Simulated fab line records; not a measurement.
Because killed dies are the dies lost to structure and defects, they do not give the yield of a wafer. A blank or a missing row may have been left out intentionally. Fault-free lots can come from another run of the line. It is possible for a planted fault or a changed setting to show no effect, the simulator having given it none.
fab line records	flow sfq-line
[record] lots = 5	wafers = 14	last-day = 86
route steps=325 shown M4@152 I4@163 JJ@178 M5@206
lots with no fault: from the same line, run without faults
start-h: the number of hours between the record's first day and the start of the first shown wafer of the lot	wait-h: hours from the lot's prior step to this one	" the same as in the row above	L1.1+2: several wafers, shown together as one row	- no value present, or no start provided	* or withheld: withheld	< > ~ a bound
route shown NAME@n: NAME is a module with steps in the file, n the number in the route of the first one	usual: mean/standard deviation taken from wafers without a fault	same: alike in all rows	chamber/n: place in a boat	sites: per-site readings	_std_site: the values' standard deviation	_edge_site: mean of outer sites minus mean of inner sites	radius-mm: for every site, how far away it sits from the centre of the wafer	mask NAME#n: copy n	behind: the most recent tool/chamber to have shaped the wafer	hold: why the lot went on hold/how many hours it stayed there/how the hold came to an end	device: which transistor (n, p or np) failed to switch	end of line: tests of these same wafers at the route's end	where a step has no rows: the recipe by itself	killed: not the wafer's yield, but the dies lost to structure and defects at the first sort	map: shows each die of a wafer: x if killed, . if not, _ if none is there
set.NAME: setting as actually run; set.NAME@STEP: the setting as run at that earlier step	model.NAME: the simulator's own value behind a step, which no gauge read
lots at selected steps of the route; one table per step, one row per wafer
services: the hour from which a tool's chamber was out of use, counted from the record's first day as start-h (under 0 if before that day), plus the number of hours and why
[[steps]]
[step SFQ_TRILAYER_M4_LITHO_COAT_098]
[recipe] resist = BARC	spin-rpm = 3000	resist-thk-nm = 62
[step SFQ_TRILAYER_M4_LITHO_COAT_093]
[recipe] resist = KrF	spin-rpm = 3000	resist-thk-nm = 600
[step SFQ_TRILAYER_M4_LITHO_SOFTBAKE_097]
[recipe] temp-c = withheld	time-s = withheld	resist = KrF
[step SFQ_TRILAYER_M4_LITHO_EXPOSE_094]
[recipe] mask-id = M4	na = 0.6	source-shape = conventional	sigma-outer = 0.65	target-cd-nm = 500	dose-mj = 14.4
[step SFQ_TRILAYER_M4_LITHO_PEB_096]
[recipe] peb-temp-c = 115	peb-time-s = 60	resist = KrF
[step SFQ_TRILAYER_M4_LITHO_DEVELOP_095]
[recipe] time-s = 60	resist = KrF
[step SFQ_M4_OVL_MEAS_926]
[usual] M4_OVL = -4/5.2
lot.wafer	tool	chamber	start-h	wait-h	M4_OVL[nm]
L965.2	overlay-02	-	973.87	0.1	-12
L965.4	"	-	"	"	-4
L965.5	"	-	"	"	-10
L971.4	overlay-01	-	999.08	0.1	-4
L971.5	"	-	"	"	-8
L971.6	"	-	"	"	-1
L973.1	overlay-02	-	1067.36	0.1	-12
L973.5	"	-	"	"	-8
L973.6	"	-	"	"	-2
L978.1	overlay-02	-	1075.76	0.1	2
L978.4	"	-	"	"	3
L985.1	overlay-02	-	1256.87	0.1	-12
L985.4	"	-	"	"	-15
L985.5	"	-	"	"	-13
[step SFQ_TRILAYER_M4_BARC_OPEN_METAL_ETCH_123]
[recipe] mask-material = PR	chemistry = O2	target-depth-nm = 125	target = BARC	icp-w = 600	bias-w = 80	pressure-mtorr = 10	time-s = 41.7
[step SFQ_TRILAYER_M4_ETCH_METAL_ETCH_096]
[recipe] target = Nb	stop-on = SiO2	mask-material = PR	chemistry = Cl2/Ar	target-depth-nm = 240	icp-w = 600	bias-w = 80	pressure-mtorr = 10	time-s = 120
[step SFQ_TRILAYER_M4_STRIP_STRIP_097]
[recipe] gas = O2	power-w = 200	platen-temp-c = 40	overash-fraction = 0.65	chemistry = O2	pressure-mtorr = 50
[usual] chamber-pressure-mTorr = 50.00/0.05	drypump-motor-current-A = 5.9/0.47	oes-product-au = 1.005/0.011
lot.wafer	tool	chamber	start-h	wait-h	chamber-pressure-mTorr	drypump-motor-current-A	oes-product-au	rf-hours-counter-h
L965.2	rie-metal-02	0	974.08	0.1	49.98	5.4	1.023	18
L965.4	"	0	"	"	50.03	5.4	1.011	-
L965.5	"	0	"	"	50.06	5.5	1.017	-
L971.4	rie-metal-01	0	999.48	0.2	49.99	5.6	0.999	-
L971.5	"	0	"	"	50.07	5.5	1.003	-
L971.6	"	1	"	"	49.98	5.3	0.995	-
L973.1	rie-metal-03	1	1067.58	0.1	50.07	6.6	1.008	60
L973.5	"	1	"	"	50.01	6.6	1.006	-
L973.6	"	0	"	"	50.03	6.2	1.005	-
L978.1	rie-metal-02	0	1075.98	0.1	50.05	5.4	1.000	34
L978.4	"	1	"	"	49.96	6.2	1.007	-
L985.1	rie-metal-01	1	1257.09	0.1	50.10	5.3	0.998	4
L985.4	"	1	"	"	50.04	5.3	1.002	-
L985.5	"	0	"	"	49.97	5.6	1.003	-
[step SFQ_TRILAYER_M4_STRIP_SOLV_CLEAN_098]
[recipe] chemistry = NMP	temp-c = 70	time-s = 600
[step SFQ_TRILAYER_I4_DEP_PECVD_099]
[recipe] material = SiO2	temp-c = 150	time-s = 111.11	pressure-torr = 2.4	rf-w = 183.3	precursor = SiH4/N2O	target-thk-nm = 500
[usual] heater-power-w = 84/22	throttle-valve-pct = 23.6/0.8
lot.wafer	tool	chamber	start-h	wait-h	heater-power-w	throttle-valve-pct
L965.2	pecvd-01	0	974.86	0.0	54	21.7
L965.4	"	0	"	"	57	22.0
L965.5	"	1	"	"	98	23.4
L971.4	pecvd-03	0	1000.10	0.0	113	23.9
L971.5	"	2	"	"	71	23.4
L971.6	"	1	"	"	55	22.9
L973.1	pecvd-01	2	1068.35	0.0	92	23.3
L973.5	"	0	"	"	60	22.0
L973.6	"	2	"	"	94	23.6
L978.1	pecvd-03	1	1076.75	0.0	56	23.2
L978.4	"	0	"	"	108	24.1
L985.1	pecvd-02	2	1257.87	0.0	98	24.4
L985.4	"	1	"	"	85	24.6
L985.5	"	0	"	"	65	25.3
[step SFQ_TRILAYER_I4_CMP_CMP_100]
[recipe] material = SiO2	down-force-psi = 3	platen-rpm = 60	pad-velocity-m-s = 0.94248
[usual] motor-current-A = 10.0/0.57	time-to-endpoint-s = 217/9.3
lot.wafer	tool	chamber	start-h	wait-h	motor-current-A	time-to-endpoint-s	model.SiO2_of_TRILAYER_I4_DEP_PECVD_099.thk-nm
L965.2	cmp-02	3	986.26	11.4	10.1	214	201.6
L965.4	"	0	"	"	9.2	216	199.8
L965.5	"	3	988.26	13.3	9.3	206	199.8
L971.4	cmp-01	2	1013.88	13.7	10.3	228	199.9
L971.5	"	3	"	"	9.0	216	199.4
L971.6	"	0	"	"	11.2	222	200.8
L973.1	cmp-01	0	1070.03	1.6	11.1	212	200.3
L973.6	"	2	1071.03	2.6	10.3	217	200.7
L973.5	"	3	"	"	9.3	210	200
L978.1	cmp-01	2	1083.21	6.4	10.3	257	150.1
L978.4	"	3	"	"	9.6	221	199.3
L985.1	cmp-01	1	1265.48	7.6	9.6	233	202.5
L985.4	"	3	1266.48	8.5	9.7	211	200.4
L985.5	"	0	"	"	10.9	223	200.7
[step SFQ_I4_BOW_MEAS_927]
[recipe] mode = bow
[usual] I4_BOW = 0/8.1
lot.wafer	tool	chamber	start-h	wait-h	I4_BOW[um]
L965.2	film-metro-01	-	988.78	2.0	0
L965.4	"	-	"	"	13
L965.5	"	-	"	"	5
L971.4	film-metro-01	-	1015.44	1.1	17
L971.5	"	-	"	"	17
L971.6	"	-	"	"	14
L973.1	film-metro-02	-	1072.03	1.5	-13
L973.5	"	-	"	"	2
L973.6	"	-	"	"	-8
L978.1	film-metro-02	-	1085.71	2.0	7
L978.4	"	-	"	"	15
L985.1	film-metro-02	-	1267.98	2.0	-7
L985.4	"	-	"	"	-9
L985.5	"	-	"	"	-8
[step SFQ_TRILAYER_I4_METRO_MEASURE_101]
[usual] thk-nm = 200.0/1.3
lot.wafer	tool	chamber	start-h	wait-h	thk-nm
L965.2	film-metro-01	-	989.08	0.3	201.6
L965.4	"	-	"	"	199.9
L965.5	"	-	"	"	199.7
L971.4	film-metro-01	-	1016.10	0.6	199.8
L971.5	"	-	"	"	199.4
L971.6	"	-	"	"	200.7
L973.1	film-metro-02	-	1072.15	0.1	200.1
L973.5	"	-	"	"	200.0
L973.6	"	-	"	"	200.6
L978.1	film-metro-02	-	1085.83	0.1	150.1
L978.4	"	-	"	"	199.4
L985.1	film-metro-02	-	1268.10	0.1	202.6
L985.4	"	-	"	"	200.5
L985.5	"	-	"	"	200.9
[step SFQ_TRILAYER_I4_VIA_LITHO_COAT_108]
[recipe] resist = BARC	spin-rpm = 3000	resist-thk-nm = 62
[step SFQ_TRILAYER_I4_VIA_LITHO_COAT_103]
[recipe] resist = KrF	spin-rpm = 3000	resist-thk-nm = 650
[step SFQ_TRILAYER_I4_VIA_LITHO_SOFTBAKE_107]
[recipe] temp-c = withheld	time-s = withheld	resist = KrF
[step SFQ_TRILAYER_I4_VIA_LITHO_EXPOSE_104]
[recipe] mask-id = I4	na = 0.6	source-shape = conventional	sigma-outer = 0.65	target-cd-nm = 700	dose-mj = 21.3
[step SFQ_TRILAYER_I4_VIA_LITHO_PEB_106]
[recipe] peb-temp-c = 115	peb-time-s = 60	resist = KrF
[step SFQ_TRILAYER_I4_VIA_LITHO_DEVELOP_105]
[recipe] time-s = 60	resist = KrF
[step SFQ_I4_OVL_MEAS_928]
[usual] I4_OVL = -2/5.3
lot.wafer	tool	chamber	start-h	wait-h	I4_OVL[nm]
L965.2	overlay-02	-	1125.09	0.1	-5
L965.4	"	-	"	"	-8
L965.5	"	-	"	"	-6
L971.4	overlay-01	-	1156.00	0.1	-7
L971.5	"	-	"	"	-8
L971.6	"	-	"	"	-7
L973.1	overlay-01	-	1184.78	0.1	-6
L973.5	"	-	"	"	-9
L973.6	"	-	"	"	-8
L978.1	overlay-02	-	1195.58	0.1	2
L978.4	"	-	"	"	-1
L985.1	overlay-02	-	1378.73	0.1	0
L985.4	"	-	"	"	-8
L985.5	"	-	"	"	9
[step SFQ_TRILAYER_I4_VIA_BARC_OPEN_VIA_ETCH_146]
[recipe] mask-material = PR	chemistry = O2	target-depth-nm = 125	target = BARC	source-w = 500	bias-w = 80	pressure-mtorr = 30	time-s = 41.7
[step SFQ_TRILAYER_I4_VIA_ETCH_VIA_ETCH_106]
[recipe] target = SiO2	stop-on = Nb	mask-material = PR	taper-deg = 20	chemistry = CHF3	target-depth-nm = 260	source-w = 500	bias-w = 80	pressure-mtorr = 30	time-s = withheld
[usual] chamber-pressure-mTorr = 30.00/0.031	drypump-motor-current-A = 5.6/0.4	oes-product-au = 0.855/0.0051
lot.wafer	tool	chamber	start-h	wait-h	chamber-pressure-mTorr	drypump-motor-current-A	oes-product-au	model.etch.depth-nm	model.I4.feature-depth-nm
L965.2	rie-diel-03	3	1125.16	0.0	30.03	5.1	0.859	201.6	201.6
L965.4	"	0	"	"	29.93	5.8	0.855	199.8	199.8
L965.5	"	1	"	"	30.01	4.8	0.851	199.8	199.8
L971.4	rie-diel-03	3	1156.06	0.0	30.01	5.1	0.856	199.9	199.9
L971.5	"	1	"	"	29.96	4.9	0.856	199.4	199.4
L971.6	"	2	"	"	29.96	6.1	0.860	200.8	200.8
L973.1	rie-diel-03	2	1184.86	0.0	30.04	6.1	0.858	200.3	200.3
L973.5	"	3	"	"	30.01	5.1	0.850	200	200
L973.6	"	0	"	"	29.95	5.8	0.848	200.7	200.7
L978.1	rie-diel-03	3	1195.66	0.0	29.91	5.1	0.734	150.1	150.1
L978.4	"	2	"	"	29.98	6.1	0.849	199.3	199.3
L985.1	rie-diel-04	1	1378.80	0.0	30.01	6.0	0.856	202.5	202.5
L985.4	"	3	"	"	30.04	5.4	0.854	200.4	200.4
L985.5	"	1	"	"	30.01	6.0	0.862	200.7	200.7
[step SFQ_TRILAYER_I4_VIA_STRIP_STRIP_107]
[recipe] gas = O2	power-w = 200	platen-temp-c = 40	overash-fraction = 0.65	chemistry = O2	pressure-mtorr = 50
[step SFQ_TRILAYER_I4_VIA_STRIP_SOLV_CLEAN_108]
[recipe] chemistry = NMP	temp-c = 70	time-s = 600
[step SFQ_TRILAYER_JJ_TRILAYER_DEP_PRE_CLEAN_113]
[recipe] gas = Ar	time-s = 22.5	bias-v = 250
[step SFQ_TRILAYER_JJ_TRILAYER_DEP_SPUTTER_109]
[recipe] material = Nb	base-pressure-pa = 1.33e-06	chamber-pressure-pa = 0.1333	substrate-temp-c = 20	target-thk-nm = 150	power-w = 2000	time-s = 100
[step SFQ_TRILAYER_JJ_TRILAYER_DEP_SPUTTER_110]
[recipe] material = Al	base-pressure-pa = 1.33e-06	target-thk-nm = 8	power-w = 500	time-s = 10	chamber-pressure-pa = 0.4
[usual] throttle-valve-pct = 29.4/0.82
lot.wafer	tool	chamber	start-h	wait-h	throttle-valve-pct
L965.2	pvd-sputter-05	-	1126.98	0.0	29.5
L965.4	"	-	"	"	28.5
L965.5	"	-	"	"	29.7
L971.4	pvd-sputter-05	-	1157.05	0.0	29.7
L971.5	"	-	"	"	28.4
L971.6	"	-	"	"	29.9
L973.1	pvd-sputter-03	-	1185.85	0.0	28.8
L973.5	"	-	"	"	29.6
L973.6	"	-	"	"	28.8
L978.1	pvd-sputter-05	-	1196.65	0.0	28.9
L978.4	"	-	"	"	29.8
L985.1	pvd-sputter-04	-	1379.83	0.0	29.7
L985.4	"	-	"	"	29.9
L985.5	"	-	"	"	31.0
[step SFQ_TRILAYER_JJ_TRILAYER_DEP_AL_OXIDATION_111]
[recipe] pressure-mbar = 0.014667	oxidation-time-s = 600	temperature-k = 293
[step SFQ_TRILAYER_JJ_TRILAYER_DEP_SPUTTER_112]
[recipe] material = Nb	base-pressure-pa = 1.33e-06	chamber-pressure-pa = 0.1333	substrate-temp-c = 20	target-thk-nm = 170	power-w = 2000	time-s = 113.3
[usual] substrate-temp-c = 20.00/0.11	throttle-valve-pct = 29.4/0.82
lot.wafer	tool	chamber	start-h	wait-h	substrate-temp-c	throttle-valve-pct
L965.2	pvd-sputter-05	-	1128.00	0.5	20.10	29.8
L965.4	"	-	"	"	20.04	28.7
L965.5	"	-	"	"	19.99	29.8
L971.4	pvd-sputter-05	-	1158.07	0.5	20.05	29.5
L971.5	"	-	"	"	20.09	28.7
L971.6	"	-	"	"	19.93	29.7
L973.1	pvd-sputter-03	-	1186.87	0.5	19.99	28.9
L973.5	"	-	"	"	19.98	29.9
L973.6	"	-	"	"	19.86	28.4
L978.1	pvd-sputter-05	-	1197.67	0.5	19.96	28.9
L978.4	"	-	"	"	20.10	29.4
L985.1	pvd-sputter-04	-	1380.85	0.5	19.98	29.9
L985.4	"	-	"	"	19.88	30.0
L985.5	"	-	"	"	19.93	31.0
[step SFQ_JJ_RS_MEAS_929]
[recipe] thk-meas-gauge = four-point-probe	reads = Nb_of_TRILAYER_JJ_TRILAYER_DEP_SPUTTER_112
[usual] JJ_NB_RS = 1.047/0.013
lot.wafer	tool	chamber	start-h	wait-h	JJ_NB_RS[ohm/sq]
L965.2	film-metro-03	-	1128.10	0.1	1.051
L965.4	"	-	"	"	1.050
L965.5	"	-	"	"	1.058
L971.4	film-metro-02	-	1158.21	0.1	1.032
L971.5	"	-	"	"	1.037
L971.6	"	-	"	"	1.033
L973.1	film-metro-04	-	1186.95	0.0	1.057
L973.5	"	-	"	"	1.037
L973.6	"	-	"	"	1.044
L978.1	film-metro-03	-	1197.75	0.0	1.021
L978.4	"	-	"	"	1.034
L985.1	film-metro-03	-	1380.93	0.0	1.045
L985.4	"	-	"	"	1.029
L985.5	"	-	"	"	1.037
[step SFQ_TRILAYER_JJ_CE_LITHO_COAT_119]
[recipe] resist = BARC	spin-rpm = 3000	resist-thk-nm = 62
[step SFQ_TRILAYER_JJ_CE_LITHO_COAT_114]
[recipe] resist = KrF	spin-rpm = 3000	resist-thk-nm = 600
[step SFQ_TRILAYER_JJ_CE_LITHO_SOFTBAKE_118]
[recipe] temp-c = withheld	time-s = withheld	resist = KrF
[step SFQ_TRILAYER_JJ_CE_LITHO_EXPOSE_115]
[recipe] mask-id = J5	na = 0.6	source-shape = conventional	sigma-outer = 0.65	target-cd-nm = 700	dose-mj = 14.4
[step SFQ_TRILAYER_JJ_CE_LITHO_PEB_117]
[recipe] peb-temp-c = 115	peb-time-s = 60	resist = KrF
[step SFQ_TRILAYER_JJ_CE_LITHO_DEVELOP_116]
[recipe] time-s = 60	resist = KrF
[step SFQ_JJ_OVL_MEAS_931]
[usual] J5_OVL = 0/5.7
lot.wafer	tool	chamber	start-h	wait-h	J5_OVL[nm]
L965.2	overlay-02	-	1239.73	0.1	-3
L965.4	"	-	"	"	-5
L965.5	"	-	"	"	-2
L971.4	overlay-01	-	1285.24	0.1	-8
L971.5	"	-	"	"	-10
L971.6	"	-	"	"	-13
L973.1	overlay-01	-	1306.82	0.1	-4
L973.5	"	-	"	"	-2
L973.6	"	-	"	"	-2
L978.1	overlay-02	-	1322.42	0.1	5
L978.4	"	-	"	"	3
L985.1	overlay-01	-	1505.18	0.1	-2
L985.4	"	-	"	"	-1
L985.5	"	-	"	"	3
[step SFQ_TRILAYER_JJ_CE_METRO_MEASURE_117]
[step SFQ_TRILAYER_JJ_CE_BARC_OPEN_RIE_150]
[recipe] mask-material = PR	chemistry = O2	target-depth-nm = 240	target = BARC	icp-w = 600	bias-w = 80	pressure-mtorr = 10	time-s = 80
[usual] chamber-pressure-mTorr = 10.000/0.0081	drypump-motor-current-A = 6.0/0.42	oes-product-au = 0.538/0.0049
lot.wafer	tool	chamber	start-h	wait-h	chamber-pressure-mTorr	drypump-motor-current-A	oes-product-au	rf-hours-counter-h
L965.2	rie-metal-03	1	1240.96	0.8	10.001	6.5	0.535	92
L965.4	"	0	"	"	10.002	6.2	0.543	-
L965.5	"	1	"	"	9.994	6.6	0.541	-
L971.4	rie-metal-04	1	1286.49	0.4	10.002	5.6	0.541	-
L971.5	"	0	"	"	10.014	5.7	0.533	-
L971.6	"	1	"	"	9.989	5.5	0.540	-
L973.1	rie-metal-04	0	1308.06	1.0	9.992	5.7	0.540	124
L973.5	"	1	"	"	10.009	5.6	0.537	-
L973.6	"	0	"	"	9.995	5.7	0.544	-
L978.1	rie-metal-04	1	1323.66	1.0	9.990	5.6	0.538	45
L978.4	"	1	"	"	10.003	5.6	0.546	-
L985.1	rie-metal-04	0	1506.41	1.0	9.986	5.7	0.530	29
L985.4	"	1	"	"	9.991	5.6	0.542	-
L985.5	"	0	"	"	10.001	5.7	0.536	-
[step SFQ_TRILAYER_M5_ETCH_METAL_ETCH_126]
[recipe] target = Nb	stop-on = SiO2	mask-material = PR	over-etch-frac = 0.15	time-s = 203.2	chemistry = Cl2/BCl3	target-depth-nm = 265	icp-w = 600	bias-w = 80	pressure-mtorr = 10
[usual] chamber-pressure-mTorr = 10.000/0.0089	drypump-motor-current-A = 5.8/0.42	oes-product-au = 0.729/0.0069
lot.wafer	tool	chamber	start-h	wait-h	chamber-pressure-mTorr	drypump-motor-current-A	oes-product-au	rf-hours-counter-h	model.SiO2_of_TRILAYER_I4_DEP_PECVD_099.thk-nm
L965.2	rie-metal-03	0	1250.97	0.0	9.991	6.2	0.731	7	181.6
L965.4	"	0	"	"	9.992	6.2	0.731	-	179.8
L965.5	"	0	"	"	9.996	6.2	0.733	-	179.7
L971.4	rie-metal-01	0	1411.29	0.1	10.017	5.6	0.723	-	179.9
L971.5	"	1	"	"	10.000	5.3	0.730	-	179.7
L971.6	"	0	"	"	10.005	5.6	0.721	-	180.7
L973.1	rie-metal-03	0	1442.45	0.0	9.990	6.2	0.740	33	180.5
L973.5	"	0	"	"	9.996	6.2	0.739	-	180.1
L973.6	"	1	"	"	10.021	6.6	0.745	-	181
L978.1	rie-metal-01	1	1453.25	0.0	9.996	5.3	0.725	30	130.5
L978.4	"	0	"	"	10.005	5.6	0.724	-	179.3
L985.1	rie-metal-03	1	1510.37	0.0	9.987	6.6	0.725	132	182.8
L985.4	"	1	"	"	10.001	6.6	0.725	-	180.5
L985.5	"	0	"	"	9.999	6.2	0.730	-	180.8
[[services]]
tool	chamber	start-h	hours	kind
rie-metal-01	-	953.63	1.0	repair
pvd-sputter-05	-	968.60	7.5	repair
rie-metal-01	1	976.91	1.0	repair
rie-metal-03	0	985.05	1.3	repair
rie-metal-04	-	991.43	1.4	pm
rie-metal-01	1	994.76	3.1	repair
pvd-sputter-05	-	1033.67	3.1	repair
rie-diel-03	2	1064.09	11.7	repair
cmp-01	-	1072.96	3.1	repair
pvd-sputter-05	-	1086.19	5.2	repair
rie-diel-03	-	1091.43	0.8	repair
rie-metal-04	-	1098.12	1.1	repair
rie-diel-03	0	1099.35	8.3	repair
rie-diel-03	2	1103.77	7.6	repair
rie-diel-03	3	1106.54	2.4	repair
rie-metal-04	-	1112.83	39.6	repair
rie-diel-03	0	1114.30	4.3	repair
cmp-01	-	1118.63	1.6	repair
pvd-sputter-05	-	1167.40	5.2	repair
rie-metal-03	-	1213.56	0.3	repair
rie-metal-03	0	1335.98	4.6	repair
pvd-sputter-05	-	1396.50	3.7	repair
rie-metal-03	-	1406.32	1.4	pm
pvd-sputter-05	-	1484.40	2.7	repair
[[key]]
[first-sign] step = SFQ_TRILAYER_I4_CMP_CMP_100	reading = time-to-endpoint-s	direction = up	sigmas = 4.3	usual = *	struck = *
[effect] step = SFQ_TRILAYER_I4_METRO_MEASURE_101	reading = thk-nm	direction = down	sigmas = 39	usual = 200.0	struck = 150.1
[effect] step = SFQ_TRILAYER_I4_VIA_ETCH_VIA_ETCH_106	reading = oes-product-au	direction = down	sigmas = 24	usual = 0.855	struck = 0.734
[model-effect] step = SFQ_TRILAYER_I4_CMP_CMP_100	value = SiO2_of_TRILAYER_I4_DEP_PECVD_099.thk-nm	without = 200.1	struck = 150.1
[model-effect] step = SFQ_TRILAYER_I4_VIA_ETCH_VIA_ETCH_106	value = etch.depth-nm	without = 200.1	struck = 150.1
[model-effect] step = SFQ_TRILAYER_M5_ETCH_METAL_ETCH_126	value = SiO2_of_TRILAYER_I4_DEP_PECVD_099.thk-nm	without = 180.5	struck = 130.5
met-at SFQ_TRILAYER_I4_CMP_CMP_100
struck-wafers L978.1
[fault] kind = process-parameter-drift	tool = cmp-01	chamber = -	onset-h = 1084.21	steps = SFQ_TRILAYER_I4_CMP_CMP_100	channel = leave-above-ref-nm	offset = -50	shape = step	end-h = 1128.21	scope = struck-wafers-only	acts-in = these-recipes-only	stated = 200
